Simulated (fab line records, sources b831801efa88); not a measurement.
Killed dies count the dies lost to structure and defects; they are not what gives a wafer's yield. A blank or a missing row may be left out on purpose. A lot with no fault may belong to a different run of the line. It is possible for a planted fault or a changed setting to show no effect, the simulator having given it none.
One fault through the eyes of 2 desks    flow gf180mcu    only its own numbers are on each desk; what lay behind them is given at the end

== AT THE TOOL OWNER'S DESK: pvd sputter-02 ==
At GF_TOP_METAL_SPUTTER_04 (material TiN, target thk 25 nm, time 20.8 s) the tool's own readings: per lot run on this tool, the mean of the sampled wafers that have a number. Marked OUT: a lot whose mean sits more than 4 standard deviations from the usual mean, which makes it out of limits; the brackets give that distance.
Columns: A = throttle valve pct at GF_TOP_METAL_SPUTTER_04, usual 30.3 %
lot   first seen here  A
L962  day 28 13:28     29.3
L971  day 31 11:10     29.1
This desk's verdict: no lot among the 2 shows anything out of limits.

== AT THE METROLOGY DESK ==
What the gauges read, lot by lot, whatever tool the lot ran on: means of the sampled wafers that have a number. Marked OUT: a lot whose mean sits more than 4 standard deviations from the usual mean, which makes it out of limits; the brackets give that distance.
Columns: A = V5_W_RS at GF_V5_RS_MEAS_24, usual 0.329 ohm/sq; B = V5_W_THK at GF_V5_THK_MEAS_25, usual 342 nm; C = TOP_METAL_ALCU_RS at GF_TOP_METAL_RS_MEAS_05, usual 0.03285 ohm/sq; D = TOP_METAL_ALCU_THK at GF_TOP_METAL_THK_MEAS_06, usual 900 nm; E = cd nm at GF_TOP_METAL_CD_MEAS_14, usual 441.0 nm; F = TOP_METAL_OVL at GF_TOP_METAL_OVL_MEAS_15, usual 0.2 nm
lot   first seen here  A      B    C        D    E      F
L961  day 28 06:35     0.329  342  0.03312  891  441.5  1.0
L962  day 28 12:48     0.327  347  0.03321  894  438.4  -0.3
L971  day 31 10:32     0.333  335  0.03265  907  441.6  -0.6
L976  day 32 13:16     0.328  340  0.03245  912  441.6  1.4
L978  day 32 22:38     0.334  339  0.03285  901  441.5  2.5
This desk's verdict: no lot among the 5 shows anything out of limits.

== TAKEN TOGETHER ==
The desk of the tool owner found nothing out of limits.
Nothing out of limits was seen by the metrology desk.

== WHAT THE SIMULATOR HAD INSERTED ==
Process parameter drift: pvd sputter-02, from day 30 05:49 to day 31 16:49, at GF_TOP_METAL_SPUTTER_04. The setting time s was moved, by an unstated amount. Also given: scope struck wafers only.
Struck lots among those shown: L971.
